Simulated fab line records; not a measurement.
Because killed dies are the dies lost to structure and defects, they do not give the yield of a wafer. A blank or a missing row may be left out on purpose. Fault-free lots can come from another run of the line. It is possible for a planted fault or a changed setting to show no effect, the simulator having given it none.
fab line records | flow sky130
record lots=5 wafers=15 lastDay=50
route steps=708 shown CAP2M@605 METAL4@621
lots that met no fault: from a run of the same line without faults
startH: hours from the record's opening day to when the first of the lot's shown wafers began | waitH: hours elapsed since this lot's preceding step | " as in the row above | L1.1+2: a row that stands for several wafers | - no value, or no start was given | * or withheld: withheld | < > ~ a bound
route shown NAME@n: NAME is a module with steps in the file, n the number in the route of the first one | usual: mean/standard deviation of fault-free wafers | same: alike in all rows | chamber/n: place in a boat | sites: per-site readings | _std_site: their standard deviation | _edge_site: the outer-site mean with the inner-site mean subtracted | radiusMm: for every site, how far away it sits from the centre of the wafer | mask NAME#n: copy n | behind: the tool/chamber that last shaped the wafer | hold: why the lot was held/for how many hours/how that ended | device: whichever transistor did not switch (one of n, p or np) | end of line: at the end of the route, the tests of the same wafers | a step with no rows: only its recipe | killed: at the first sort, the dies lost to defects and structure; wafer yield is something else | map: the dies of a wafer, with x for killed, . for not killed, _ for no die there
set.NAME: the run value of the setting; set.NAME@STEP: its run value at that earlier step | model.NAME: the simulator's own value behind a step, which no gauge read
certain route steps with their lots: each step a table, each wafer a row
services: when a tool's chamber went out of use (startH, in hours from the record's first day, below 0 if earlier), for how many hours, and the reason
## steps
# step SKY_CAP2M_SPUTTER_02
# recipe material=TiN targetThkNm=200 tempC=300 powerW=6500 timeS=166.7 chamberPressurePa=0.4
# usual susceptorTempC=300.00/0.19 throttleValvePct=29.9/0.85
# columns lot.wafer tool chamber startH waitH susceptorTempC throttleValvePct
L074.1 pvdSputter-01 - 964.91 0.1 300.00 30.1
L074.5 " - " " 300.08 30.0
L074.6 " - " " 300.12 30.2
L075.1 pvdSputter-03 - 967.28 0.1 299.98 30.5
L075.2 " - " " 300.07 29.8
L075.5 " - " " 300.05 29.3
L076.1 pvdSputter-01 - 981.79 0.1 300.31 30.8
L076.3 " - " " 300.00 30.1
L076.4 " - " " 299.91 30.2
L089.2 pvdSputter-04 - 1058.14 0.0 299.74 31.6
L089.3 " - " " 299.63 29.9
L089.4 " - " " 300.05 30.7
L091.1 pvdSputter-01 - 1062.30 0.1 299.69 30.8
L091.4 " - " " 300.21 28.4
L091.6 " - " " 300.10 30.1
# step SKY_CAP2M_RS_MEAS_03
# recipe thkMeasGauge=four-point-probe reads=TiN_of_CAP2M_SPUTTER_02
# usual CAP2M_TIN_RS=6.88/0.076
# columns lot.wafer tool chamber startH waitH CAP2M_TIN_RS[ohm/sq]
L074.1 filmMetro-02 - 965.01 0.1 6.77
L074.5 " - " " 6.82
L074.6 " - " " 6.74
L075.1 filmMetro-02 - 967.39 0.1 6.80
L075.2 " - " " 6.85
L075.5 " - " " 6.92
L076.1 filmMetro-01 - 981.90 0.1 6.98
L076.3 " - " " 6.90
L076.4 " - " " 6.83
L089.2 filmMetro-01 - 1058.27 0.1 6.95
L089.3 " - " " 6.98
L089.4 " - " " 6.90
L091.1 filmMetro-04 - 1062.41 0.1 6.87
L091.4 " - " " 6.78
L091.6 " - " " 6.79
# step SKY_CAP2M_THK_MEAS_04
# recipe thkMeasGauge=xrf reads=TiN_of_CAP2M_SPUTTER_02
# usual CAP2M_TIN_THK=202.2/2.6
# columns lot.wafer tool chamber startH waitH CAP2M_TIN_THK[nm]
L074.1 filmMetro-02 - 965.13 0.1 203.0
L074.5 " - " " 201.6
L074.6 " - " " 202.4
L075.1 filmMetro-02 - 967.51 0.1 201.6
L075.2 " - " " 200.4
L075.5 " - " " 198.6
L076.1 filmMetro-01 - 982.02 0.1 200.1
L076.3 " - " " 204.8
L076.4 " - " " 205.4
L089.2 filmMetro-01 - 1058.38 0.1 202.6
L089.3 " - " " 202.0
L089.4 " - " " 203.7
L091.1 filmMetro-04 - 1062.53 0.1 202.9
L091.4 " - " " 205.3
L091.6 " - " " 204.7
# step SKY_CAP2M_DEHYDRATE_05
# recipe tempC=200 timeS=60
# usual heaterPowerTotalW=160.38/0.12 resistLineTempC=22.99/0.09
# columns lot.wafer tool chamber startH waitH heaterPowerTotalW resistLineTempC
L074.1 lithoTrack-03 0 977.04 11.9 160.46 23.01
L074.5 " 0 " " 160.28 22.92
L074.6 " 0 " " 160.44 23.01
L075.1 lithoTrack-01 0 979.01 11.5 160.36 23.10
L075.2 " 0 " " 160.11 23.00
L075.5 " 0 " " 160.19 23.06
L076.1 lithoTrack-03 0 992.69 10.7 160.50 22.93
L076.3 " 0 " " 160.28 23.07
L076.4 " 0 " " 160.36 23.08
L089.2 lithoTrack-03 0 1068.51 10.1 160.23 22.98
L089.3 " 0 " " 160.65 22.84
L089.4 " 0 " " 160.49 22.91
L091.1 lithoTrack-04 0 1072.84 10.3 160.32 23.13
L091.4 " 0 " " 160.42 22.98
L091.6 " 0 " " 160.28 22.97
# step SKY_CAP2M_HMDS_06
# recipe primeTimeS=60 primeTempC=120
# usual resistLineTempC=22.99/0.12
# columns lot.wafer tool chamber startH waitH resistLineTempC
L074.1 lithoTrack-03 0 977.19 0.1 23.06
L074.5 " 0 " " 22.93
L074.6 " 0 " " 23.01
L075.1 lithoTrack-01 0 979.16 0.1 23.12
L075.2 " 0 " " 23.17
L075.5 " 0 " " 23.02
L076.1 lithoTrack-03 0 992.84 0.1 23.14
L076.3 " 0 " " 22.94
L076.4 " 0 " " 22.98
L089.2 lithoTrack-03 0 1068.66 0.1 23.06
L089.3 " 0 " " 23.13
L089.4 " 0 " " 22.96
L091.1 lithoTrack-04 0 1072.99 0.1 22.95
L091.4 " 0 " " 23.07
L091.6 " 0 " " 23.07
# step SKY_CAP2M_COAT_07
# recipe resist=NOVOLAK spinRpm=3000 resistThkNm=1140
# usual resistLineTempC=22.97/0.12
# columns lot.wafer tool chamber startH waitH resistLineTempC
L074.1 lithoTrack-03 0 977.34 0.1 23.16
L074.5 " 0 " " 23.17
L074.6 " 0 " " 23.03
L075.1 lithoTrack-01 0 979.31 0.1 22.77
L075.2 " 0 " " 22.89
L075.5 " 0 " " 22.85
L076.1 lithoTrack-03 0 992.99 0.1 23.20
L076.3 " 0 " " 22.82
L076.4 " 0 " " 22.88
L089.2 lithoTrack-03 0 1068.81 0.1 22.85
L089.3 " 0 " " 22.69
L089.4 " 0 " " 22.73
L091.1 lithoTrack-04 0 1073.14 0.1 22.89
L091.4 " 0 " " 22.81
L091.6 " 0 " " 22.88
# step SKY_CAP2M_SOFTBAKE_08
# recipe tempC=90 timeS=60 resist=NOVOLAK
# usual heaterPowerTotalW=56.60/0.043 resistLineTempC=22.97/0.11
# columns lot.wafer tool chamber startH waitH heaterPowerTotalW resistLineTempC
L074.1 lithoTrack-03 0 977.49 0.1 56.59 23.06
L074.5 " 0 " " 56.60 22.96
L074.6 " 0 " " 56.62 22.98
L075.1 lithoTrack-01 0 979.46 0.1 56.67 23.03
L075.2 " 0 " " 56.55 22.90
L075.5 " 0 " " 56.60 22.80
L076.1 lithoTrack-03 0 993.14 0.1 56.55 22.98
L076.3 " 0 " " 56.59 22.89
L076.4 " 0 " " 56.54 23.02
L089.2 lithoTrack-03 0 1068.96 0.1 56.70 23.03
L089.3 " 0 " " 56.58 22.96
L089.4 " 0 " " 56.55 23.04
L091.1 lithoTrack-04 0 1073.29 0.1 56.61 22.97
L091.4 " 0 " " 56.62 22.98
L091.6 " 0 " " 56.59 22.88
# step SKY_CAP2M_EXPOSE_09
# recipe maskId=CAP2M na=0.6 sourceShape=conventional sigmaOuter=0.6 polarization=unpolarized targetCdNm=1000 doseMj=159
# usual exposureDoseMJCm2=159.00/0.18
# columns lot.wafer tool chamber startH waitH mask exposureDoseMJCm2
L074.1 ilineStepper-01 0 - - CAP2M#0 159.12
L074.5 " 0 " " CAP2M#0 159.24
L074.6 " 0 " " CAP2M#0 159.14
L075.1 ilineStepper-01 0 - - CAP2M#0 159.07
L075.2 " 0 " " CAP2M#0 159.06
L075.5 " 0 " " CAP2M#0 159.14
L076.1 ilineStepper-02 0 - - CAP2M#0 158.70
L076.3 " 0 " " CAP2M#0 158.72
L076.4 " 0 " " CAP2M#0 158.65
L089.2 ilineStepper-01 0 - - CAP2M#0 158.83
L089.3 " 0 " " CAP2M#0 158.61
L089.4 " 0 " " CAP2M#0 158.75
L091.1 ilineStepper-01 0 - - CAP2M#0 158.95
L091.4 " 0 " " CAP2M#0 159.24
L091.6 " 0 " " CAP2M#0 159.04
# step SKY_CAP2M_PEB_10
# recipe tempC=withheld timeS=* resist=NOVOLAK
# usual resistLineTempC=*
# columns lot.wafer tool chamber startH waitH resistLineTempC
L074.1 lithoTrack-01 0 - - *
L074.5 " 0 " " *
L074.6 " 0 " " *
L075.1 lithoTrack-03 0 - - *
L075.2 " 0 " " *
L075.5 " 0 " " *
L076.1 lithoTrack-03 0 - - *
L076.3 " 0 " " *
L076.4 " 0 " " *
L089.2 lithoTrack-04 0 - - *
L089.3 " 0 " " *
L089.4 " 0 " " *
L091.1 lithoTrack-01 0 - - *
L091.4 " 0 " " *
L091.6 " 0 " " *
# step SKY_CAP2M_DEVELOP_11
# recipe resist=NOVOLAK developer=TMAH developTimeS=60 devTempC=23
# usual resistLineTempC=22.99/0.11
# same developTimeS=60
# columns lot.wafer tool chamber startH waitH resistLineTempC
L074.1 lithoTrack-01 0 988.56 0.1 23.03
L074.5 " 0 " " 22.99
L074.6 " 0 " " 23.02
L075.1 lithoTrack-03 0 990.49 0.1 22.97
L075.2 " 0 " " 23.05
L075.5 " 0 " " 23.01
L076.1 lithoTrack-03 0 1003.69 0.1 23.10
L076.3 " 0 " " 23.14
L076.4 " 0 " " 23.18
L089.2 lithoTrack-04 0 1080.36 0.1 23.16
L089.3 " 0 " " 23.01
L089.4 " 0 " " 23.10
L091.1 lithoTrack-01 0 1084.71 0.1 23.01
L091.4 " 0 " " 22.88
L091.6 " 0 " " 23.05
# step SKY_CAP2M_OVL_MEAS_12
# usual CAP2M_OVL=-1.4/1.2
# columns lot.wafer tool chamber startH waitH CAP2M_OVL[nm]
L074.1 overlay-01 - 988.71 0.1 -1.3
L074.5 " - " " -1.2
L074.6 " - " " 0.7
L075.1 overlay-02 - 990.64 0.1 -2.0
L075.2 " - " " -1.6
L075.5 " - " " -1.7
L076.1 overlay-01 - 1003.84 0.1 -3.7
L076.3 " - " " -2.1
L076.4 " - " " -0.2
L089.2 overlay-01 - 1080.49 0.1 -2.1
L089.3 " - " " -1.5
L089.4 " - " " -2.0
L091.1 overlay-01 - 1084.86 0.1 -1.3
L091.4 " - " " -3.0
L091.6 " - " " -3.2
# step SKY_CAP2M_METAL_ETCH_13
# recipe targetDepthNm=220 stopOn=SiO2 chemistry=Cl2/BCl3 target=TiN pressureMtorr=10 icpW=900 biasW=48.5 Cl2_flow_sccm=60 bcl3FlowSccm=30 timeS=62.9
# usual chamberPressureMTorr=10.000/0.0096 drypumpMotorCurrentA=5.4/0.5 heBacksideLeakSccm=3.23/0.21 oesProductAu=0.944/0.0077 throttleValvePct=21.900/0.0094
# columns lot.wafer tool chamber startH waitH chamberPressureMTorr drypumpMotorCurrentA heBacksideLeakSccm oesProductAu rfHoursCounterH throttleValvePct
L074.1 rieMetal-04 1 988.74 0.0 9.991 5.8 3.05 0.954 6 21.892
L074.5 " 0 " " 9.988 5.2 3.37 0.947 - 21.898
L074.6 " 1 " " 10.002 5.8 3.00 0.956 - 21.897
L075.1 rieMetal-01 1 990.67 0.0 10.024 4.7 3.01 0.931 3 21.889
L075.2 " 0 " " 10.006 6.4 2.97 0.942 15 21.897
L075.5 " 1 " " 10.013 4.7 3.24 0.946 - 21.905
L076.1 rieMetal-03 0 1003.87 0.0 10.006 5.3 3.53 0.937 7 21.905
L076.3 " 0 " " 9.993 5.3 3.69 0.951 - 21.891
L076.4 " 1 " " 9.991 4.9 3.31 0.949 - 21.883
L089.2 rieMetal-03 1 1080.52 0.0 9.996 4.9 3.40 0.944 11 21.900
L089.3 " 0 " " 9.997 5.3 3.31 0.933 - 21.905
L089.4 " 1 " " 9.992 4.9 3.33 0.954 - 21.897
L091.1 rieMetal-04 0 1084.89 0.0 10.007 5.2 3.33 0.946 14 21.900
L091.4 " 0 " " 9.986 5.2 3.22 0.951 - 21.901
L091.6 " 1 " " 10.004 5.8 3.07 0.949 - 21.900
# step SKY_CAP2M_STRIP_14
# recipe chemistry=O2/N2 powerW=1400 pressureMtorr=1500 platenTempC=withheld o2FlowSccm=3000 n2FlowSccm=300 overashFraction=0.5
# usual chamberPressureMTorr=1499.9/1.3 drypumpMotorCurrentA=5.9/0.54 oesProductAu=0.711/0.0043 stripTimeToEndpointS=12.64/0.047
# columns lot.wafer tool chamber startH waitH chamberPressureMTorr drypumpMotorCurrentA oesProductAu rfHoursCounterH stripTimeToEndpointS
L074.1 plasmaAsher-03 1 988.82 0.1 1501.2 6.8 0.705 119 12.57
L074.5 " 1 " " 1500.2 6.8 0.704 - 12.61
L074.6 " 0 " " 1502.7 5.9 0.710 - 12.58
L075.1 plasmaAsher-02 0 990.75 0.1 1499.7 5.5 0.712 54 12.64
L075.2 " 1 " " 1500.3 5.9 0.700 54 12.63
L075.5 " 0 " " 1498.3 5.5 0.715 - 12.59
L076.1 plasmaAsher-03 1 1003.95 0.1 1502.1 6.8 0.712 120 12.70
L076.3 " 0 " " 1500.3 5.9 0.711 - 12.67
L076.4 " 1 " " 1501.5 6.8 0.713 - 12.66
L089.2 plasmaAsher-02 0 1080.60 0.1 1500.2 5.5 0.706 62 12.74
L089.3 " 1 " " 1498.6 5.9 0.717 - 12.72
L089.4 " 0 " " 1500.9 5.4 0.713 - 12.73
L091.1 plasmaAsher-03 1 1084.97 0.1 1500.6 6.8 0.717 2 12.60
L091.4 " 0 " " 1500.6 5.9 0.709 - 12.56
L091.6 " 1 " " 1501.2 6.8 0.703 - 12.57
# step SKY_CAP2M_STRIP_15
# recipe chemistry=postEtchResidueRemover timeS=1200 tempC=72.5
# columns lot.wafer tool chamber startH waitH
L074.1+5+6 wetBench-04 1 988.92 0.1
L075.1+2+5 wetBench-03 0 990.85 0.1
L076.1+3+4 wetBench-03 1 1004.09 0.1
L089.2+3+4 wetBench-04 0 1080.70 0.1
L091.1+4+6 wetBench-02 2 1085.07 0.1
# step SKY_CAP2M_CLEAN_16
# recipe chemistry=IPA timeS=180 tempC=25
# columns lot.wafer tool chamber startH waitH
L074.1+5+6 wetBench-03 3 989.33 0.0
L075.1+2+5 wetBench-04 3 991.19 0.0
L076.1+3+4 wetBench-04 1 1004.43 0.0
L089.2+3+4 wetBench-03 1 1081.04 0.0
L091.1+4+6 wetBench-03 0 1085.41 0.0
# step SKY_CAP2M_CLEAN_17
# recipe chemistry=O3/DIW dry=n2Spin
# columns lot.wafer tool chamber startH waitH
L074.1+5+6 wetBench-03 3 989.39 0.0
L075.1+2+5 wetBench-03 2 991.26 0.0
L076.1+3+4 wetBench-03 0 1004.49 0.0
L089.2+3+4 wetBench-04 3 1081.10 0.0
L091.1+4+6 wetBench-04 3 1085.47 0.0
# step SKY_METAL4_DEHYDRATE_05
# recipe tempC=200 timeS=60
# usual heaterPowerTotalW=160.37/0.13 resistLineTempC=23.01/0.094
# columns lot.wafer tool chamber startH waitH heaterPowerTotalW resistLineTempC
L074.1 lithoTrack-04 0 999.89 10.4 160.21 22.95
L074.5 " 0 " " 160.55 22.91
L074.6 " 0 " " 160.13 23.10
L075.1 lithoTrack-02 0 1001.97 10.6 160.45 23.02
L075.2 " 0 " " 160.55 22.96
L075.5 " 0 " " 160.58 22.96
L076.1 lithoTrack-03 0 1014.24 9.7 160.30 23.04
L076.3 " 0 " " 160.31 22.91
L076.4 " 0 " " 160.21 23.01
L089.2 lithoTrack-04 0 1090.86 9.7 160.39 23.27
L089.3 " 0 " " 160.28 23.07
L089.4 " 0 " " 160.63 23.20
L091.1 lithoTrack-03 0 1095.34 9.8 160.56 22.95
L091.4 " 0 " " 160.28 22.82
L091.6 " 0 " " 160.50 22.88
# step SKY_METAL4_HMDS_06
# recipe primeTimeS=60 primeTempC=120
# usual resistLineTempC=22.99/0.096
# columns lot.wafer tool chamber startH waitH resistLineTempC
L074.1 lithoTrack-04 0 1000.04 0.1 23.03
L074.5 " 0 " " 22.94
L074.6 " 0 " " 22.98
L075.1 lithoTrack-02 0 1002.12 0.1 23.10
L075.2 " 0 " " 23.12
L075.5 " 0 " " 23.13
L076.1 lithoTrack-03 0 1014.39 0.1 23.05
L076.3 " 0 " " 23.06
L076.4 " 0 " " 22.97
L089.2 lithoTrack-04 0 1091.01 0.1 22.87
L089.3 " 0 " " 23.03
L089.4 " 0 " " 23.11
L091.1 lithoTrack-03 0 1095.49 0.1 22.98
L091.4 " 0 " " 22.98
L091.6 " 0 " " 22.86
# step SKY_METAL4_COAT_07
# recipe resist=BARC tempC=withheld timeS=withheld spinRpm=3000 resistThkNm=60
# usual resistLineTempC=*
# columns lot.wafer tool chamber startH waitH resistLineTempC
L074.1 lithoTrack-04 0 1000.19 0.1 *
L074.5 " 0 " " *
L074.6 " 0 " " *
L075.1 lithoTrack-02 0 1002.27 0.1 *
L075.2 " 0 " " *
L075.5 " 0 " " *
L076.1 lithoTrack-03 0 1014.54 0.1 *
L076.3 " 0 " " *
L076.4 " 0 " " *
L089.2 lithoTrack-04 0 1091.16 0.1 *
L089.3 " 0 " " *
L089.4 " 0 " " *
L091.1 lithoTrack-03 0 1095.64 0.1 *
L091.4 " 0 " " *
L091.6 " 0 " " *
# step SKY_METAL4_COAT_08
# recipe resist=KrF-thick spinRpm=3000 resistThkNm=1140
# usual resistLineTempC=23.01/0.094
# columns lot.wafer tool chamber startH waitH resistLineTempC
L074.1 lithoTrack-04 0 - - 23.10
L074.5 " 0 " " 23.16
L074.6 " 0 " " 23.15
L075.1 lithoTrack-02 0 - - 22.82
L075.2 " 0 " " 22.96
L075.5 " 0 " " 22.89
L076.1 lithoTrack-03 0 - - 23.00
L076.3 " 0 " " 23.14
L076.4 " 0 " " 23.05
L089.2 lithoTrack-04 0 - - 23.11
L089.3 " 0 " " 23.14
L089.4 " 0 " " 23.05
L091.1 lithoTrack-03 0 - - 22.93
L091.4 " 0 " " 23.07
L091.6 " 0 " " 23.12
# step SKY_METAL4_SOFTBAKE_09
# recipe tempC=100 timeS=90 resist=KrF-thick
# usual heaterPowerTotalW=57.37/0.12 resistLineTempC=23.02/0.11
# columns lot.wafer tool chamber startH waitH heaterPowerTotalW resistLineTempC
L074.1 lithoTrack-04 0 - - 57.15 23.13
L074.5 " 0 " " 57.26 23.06
L074.6 " 0 " " 57.32 23.08
L075.1 lithoTrack-02 0 - - 57.22 22.87
L075.2 " 0 " " 57.47 23.12
L075.5 " 0 " " 57.41 22.91
L076.1 lithoTrack-03 0 - - 57.48 22.97
L076.3 " 0 " " 57.20 22.90
L076.4 " 0 " " 57.48 22.93
L089.2 lithoTrack-04 0 - - 57.36 23.04
L089.3 " 0 " " 57.45 23.12
L089.4 " 0 " " 57.51 22.79
L091.1 lithoTrack-03 0 - - 57.48 22.92
L091.4 " 0 " " 57.48 22.99
L091.6 " 0 " " 57.50 23.08
# step SKY_METAL4_EXPOSE_10
# recipe maskId=MM4 na=0.68 sourceShape=annular sigmaInner=0.4 sigmaOuter=0.8 targetCdNm=300 doseMj=28
# usual exposureDoseMJCm2=27.999/0.026
# same sigmaInner=0.4
# columns lot.wafer tool chamber startH waitH mask exposureDoseMJCm2
L074.1 krfScanner-02 0 - - MM4#0 27.981
L074.5 " 0 " " MM4#0 27.990
L074.6 " 0 " " MM4#0 27.989
L075.1 krfScanner-02 0 - - MM4#0 28.010
L075.2 " 0 " " MM4#0 27.993
L075.5 " 0 " " MM4#0 28.030
L076.1 krfScanner-02 0 - - MM4#0 27.962
L076.3 " 0 " " MM4#0 28.025
L076.4 " 0 " " MM4#0 28.028
L089.2 krfScanner-02 0 - - MM4#0 27.972
L089.3 " 0 " " MM4#0 27.979
L089.4 " 0 " " MM4#0 27.983
L091.1 krfScanner-02 0 - - MM4#0 27.992
L091.4 " 0 " " MM4#0 28.002
L091.6 " 0 " " MM4#0 28.017
# step SKY_METAL4_PEB_11
# recipe pebTempC=withheld pebTimeS=withheld resist=KrF-thick
# usual resistLineTempC=*
# columns lot.wafer tool chamber startH waitH resistLineTempC
L074.1 lithoTrack-03 0 - - *
L074.5 " 0 " " *
L074.6 " 0 " " *
L075.1 lithoTrack-02 0 - - *
L075.2 " 0 " " *
L075.5 " 0 " " *
L076.1 lithoTrack-04 0 - - *
L076.3 " 0 " " *
L076.4 " 0 " " *
L089.2 lithoTrack-02 0 - - *
L089.3 " 0 " " *
L089.4 " 0 " " *
L091.1 lithoTrack-03 0 - - *
L091.4 " 0 " " *
L091.6 " 0 " " *
# step SKY_METAL4_DEVELOP_12
# recipe developTimeS=60 resist=KrF-thick devTempC=21
# usual resistLineTempC=23.02/0.11
# same developTimeS=60
# columns lot.wafer tool chamber startH waitH resistLineTempC
L074.1 lithoTrack-03 0 - - 23.06
L074.5 " 0 " " 23.03
L074.6 " 0 " " 23.23
L075.1 lithoTrack-02 0 - - 22.95
L075.2 " 0 " " 23.01
L075.5 " 0 " " 22.98
L076.1 lithoTrack-04 0 - - 23.08
L076.3 " 0 " " 23.07
L076.4 " 0 " " 22.99
L089.2 lithoTrack-02 0 - - 23.03
L089.3 " 0 " " 23.03
L089.4 " 0 " " 23.05
L091.1 lithoTrack-03 0 - - 23.07
L091.4 " 0 " " 22.92
L091.6 " 0 " " 23.07
# step SKY_METAL4_CD_MEAS_13
# recipe targetCdNm=300
# usual cdNm=299.4/1.6
# columns lot.wafer tool chamber startH waitH cdNm
L074.1 cdSem-01 - 1010.49 - 297.5
L074.5 " - " " 297.3
L074.6 " - " " 297.5
L075.1 cdSem-02 - 1013.27 - 299.1
L075.2 " - " " 299.3
L075.5 " - " " 300.5
L076.1 cdSem-02 - 1024.59 - 297.1
L076.3 " - " " 296.5
L076.4 " - " " 297.2
L089.2 cdSem-02 - 1101.95 - 299.0
L089.3 " - " " 297.9
L089.4 " - " " 299.2
L091.1 cdSem-01 - 1106.44 - 301.0
L091.4 " - " " 300.4
L091.6 " - " " 300.4
# step SKY_METAL4_OVL_MEAS_14
# usual METAL4_OVL=1/6
# columns lot.wafer tool chamber startH waitH METAL4_OVL[nm]
L074.1 overlay-02 - 1010.61 0.1 -5
L074.5 " - " " -6
L074.6 " - " " -4
L075.1 overlay-01 - 1013.39 0.1 -4
L075.2 " - " " -5
L075.5 " - " " -1
L076.1 overlay-01 - 1024.71 0.1 -4
L076.3 " - " " -3
L076.4 " - " " -9
L089.2 overlay-02 - 1102.05 0.1 5
L089.3 " - " " 0
L089.4 " - " " 7
L091.1 overlay-01 - 1106.56 0.1 -5
L091.4 " - " " 0
L091.6 " - " " 0
# step SKY_METAL4_DESCUM_15
# recipe chemistry=O2 sourcePowerW=150 biasPowerW=0 pressureMtorr=10 tempC=40 timeS=8
# usual chamberPressureMTorr=9.999/0.0091 drypumpMotorCurrentA=5.3/0.4 heBacksideLeakSccm=3.4/0.32 oesProductAu=1.000/0.0073
# columns lot.wafer tool chamber startH waitH chamberPressureMTorr drypumpMotorCurrentA heBacksideLeakSccm oesProductAu rfHoursCounterH
L074.1 rieMetal-04 0 1010.64 0.0 9.997 5.2 3.3 1.000 9.0
L074.5 " 1 " " 9.985 5.8 3.0 0.993 -
L074.6 " 0 " " 10.014 5.2 3.4 0.997 -
L075.1 rieMetal-04 1 1013.43 0.0 10.022 5.8 3.1 1.005 6.9
L075.2 " 0 " " 9.995 5.2 3.2 0.994 9.1
L075.5 " 1 " " 9.984 5.8 3.0 1.008 -
L076.1 rieMetal-03 0 1024.74 0.0 9.999 5.3 3.4 0.995 8.7
L076.3 " 0 " " 10.010 5.3 3.4 1.005 -
L076.4 " 1 " " 10.013 4.9 3.4 1.013 -
L089.2 rieMetal-03 1 1102.08 0.0 10.018 4.9 3.4 0.998 13.0
L089.3 " 0 " " 10.011 5.3 3.4 0.997 -
L089.4 " 1 " " 9.998 4.9 3.5 0.995 -
L091.1 rieMetal-02 0 1106.59 0.0 10.002 5.0 3.8 1.001 12.8
L091.4 " 1 " " 9.988 6.1 3.4 0.988 -
L091.6 " 0 " " 9.996 5.0 3.9 1.001 -
# step SKY_METAL4_ETCH_16
# recipe chemistry=N2/H2 target=BARC ionEnergyEv=200 biasW=100 pressureMtorr=30 n2FlowSccm=100 h2FlowSccm=200 icpW=500 stopOn=SiO2 timeS=88.2 targetDepthA=600
# usual chamberPressureMTorr=30.002/0.028 drypumpMotorCurrentA=5.3/0.4 heBacksideLeakSccm=3.4/0.46 oesProductAu=0.625/0.0046 throttleValvePct=13.205/0.0093
# columns lot.wafer tool chamber startH waitH chamberPressureMTorr drypumpMotorCurrentA heBacksideLeakSccm oesProductAu rfHoursCounterH throttleValvePct
L074.1 rieMetal-04 0 1010.67 0.0 29.995 5.2 3.2 0.625 9.0 13.203
L074.5 " 1 " " 30.014 5.8 3.2 0.622 - 13.220
L074.6 " 0 " " 30.026 5.2 3.2 0.615 - 13.201
L075.1 rieMetal-04 1 1013.46 0.0 30.018 5.8 3.1 0.632 6.9 13.219
L075.2 " 0 " " 29.960 5.2 3.2 0.633 9.1 13.197
L075.5 " 1 " " 30.005 5.8 3.1 0.629 - 13.206
L076.1 rieMetal-03 0 1024.77 0.0 30.012 5.4 3.3 0.619 8.7 13.197
L076.3 " 0 " " 30.010 5.3 3.4 0.624 - 13.220
L076.4 " 1 " " 30.010 5.0 3.3 0.623 - 13.213
L089.2 rieMetal-03 1 1102.11 0.0 30.016 5.0 3.4 0.626 13.0 13.207
L089.3 " 0 " " 30.070 5.3 3.5 0.627 - 13.204
L089.4 " 1 " " 29.957 5.0 3.3 0.623 - 13.214
L091.1 rieMetal-02 0 1106.62 0.0 30.002 4.9 3.5 0.626 12.8 13.199
L091.4 " 1 " " 29.978 6.1 3.4 0.624 - 13.200
L091.6 " 0 " " 30.029 4.9 3.6 0.616 - 13.222
# step SKY_METAL4_ETCH_17
# recipe target=SiO2 stopOn=TiN chemistry=C4F8/O2/Ar sourceW=1500 biasW=1200 pressureMtorr=40 c4f8FlowSccm=withheld O2_flow_sccm=6 Ar_flow_sccm=300 timeS=3.9 targetDepthA=150
# usual chamberPressureMTorr=40.00/0.033 oesProductAu=0.754/0.0073
# columns lot.wafer tool chamber startH waitH chamberPressureMTorr oesProductAu rfHoursCounterH
L074.1 rieDiel-02 0 1010.77 0.1 39.95 0.755 7
L074.5 " 3 " " 40.02 0.749 -
L074.6 " 0 " " 40.05 0.760 -
L075.1 rieDiel-04 3 1013.56 0.1 39.94 0.757 15
L075.2 " 1 " " 40.03 0.753 26
L075.5 " 3 " " 39.96 0.770 -
L076.1 rieDiel-03 2 1024.87 0.1 39.98 0.739 20
L076.3 " 0 " " 39.98 0.744 8
L076.4 " 3 " " 40.00 0.762 9
L089.2 rieDiel-03 0 1102.21 0.1 40.00 0.756 10
L089.3 " 2 " " 40.03 0.758 23
L089.4 " 1 " " 40.01 0.764 14
L091.1 rieDiel-04 2 1106.72 0.1 39.99 0.749 19
L091.4 " 1 " " 40.02 0.750 29
L091.6 " 3 " " 40.04 0.754 -
# step SKY_METAL4_METAL_ETCH_18
# recipe targetDepthA=8450 stopOn=SiO2 overEtchFrac=0.3 timeS=183.1 chemistry=Cl2/BCl3 resistSidewallDeg=88 pressureMtorr=10 icpW=900 biasW=48.5 Cl2_flow_sccm=60 bcl3FlowSccm=30
# usual chamberPressureMTorr=10.000/0.0085 drypumpMotorCurrentA=5.4/0.43 heBacksideLeakSccm=3.37/0.23 oesProductAu=0.863/0.0056 throttleValvePct=22.265/0.0082
# columns lot.wafer tool chamber startH waitH chamberPressureMTorr drypumpMotorCurrentA heBacksideLeakSccm oesProductAu rfHoursCounterH throttleValvePct
L074.1 rieMetal-03 0 1010.79 0.0 9.991 5.3 3.37 0.867 8 22.270
L074.5 " 1 " " 10.005 4.9 3.33 0.865 - 22.275
L074.6 " 0 " " 9.985 5.3 3.21 0.860 - 22.277
L075.1 rieMetal-02 1 1013.58 0.0 9.999 6.1 3.47 0.860 4 22.254
L075.2 " 0 " " 9.996 5.0 3.82 0.863 6 22.263
L075.5 " 0 " " 9.994 4.9 3.58 0.871 - 22.269
L076.1 rieMetal-02 1 1024.89 0.0 9.996 6.1 3.42 0.878 5 22.263
L076.3 " 1 " " 9.983 6.1 3.38 0.865 - 22.271
L076.4 " 0 " " 10.003 4.9 3.63 0.868 - 22.262
L089.2 rieMetal-04 0 1102.23 0.0 10.001 5.2 3.35 0.858 15 22.274
L089.3 " 0 " " 9.992 5.2 3.29 0.854 - 22.260
L089.4 " 1 " " 9.991 5.8 3.08 0.868 - 22.276
L091.1 rieMetal-04 1 1106.74 0.0 9.991 5.8 3.06 0.874 14 22.272
L091.4 " 0 " " 9.989 5.2 3.32 0.871 - 22.259
L091.6 " 1 " " 9.990 5.8 3.10 0.871 - 22.274
## services
# columns tool chamber startH hours kind
rieMetal-04 - 944.86 0.6 repair
krfScanner-02 - 952.89 3.4 repair
krfScanner-02 - 956.45 7.2 pm
rieDiel-04 0 978.09 6.8 repair
rieDiel-04 2 980.28 8.7 repair
krfScanner-02 - 986.47 4.0 pm
plasmaAsher-02 - 986.59 2.8 pm
rieMetal-02 - 989.58 2.2 repair
rieDiel-03 3 1002.08 14.8 repair
rieDiel-04 2 1005.42 19.4 repair
krfScanner-02 - 1011.49 0.7 repair
ilineStepper-01 - 1028.52 2.1 pm
krfScanner-02 - 1035.11 1.0 pm
plasmaAsher-02 - 1049.89 0.4 repair
plasmaAsher-03 - 1055.25 9.0 pm
plasmaAsher-03 - 1060.51 4.1 repair
rieMetal-03 - 1061.44 1.4 pm
pvdSputter-01 - 1062.45 3.2 repair
krfScanner-02 - 1064.75 0.2 repair
plasmaAsher-02 - 1065.85 1.3 repair
plasmaAsher-02 - 1067.16 6.9 repair
krfScanner-02 - 1082.90 1.3 pm
ilineStepper-01 - 1106.70 1.7 pm
rieMetal-02 - 1106.79 1.4 pm
## key
fault none
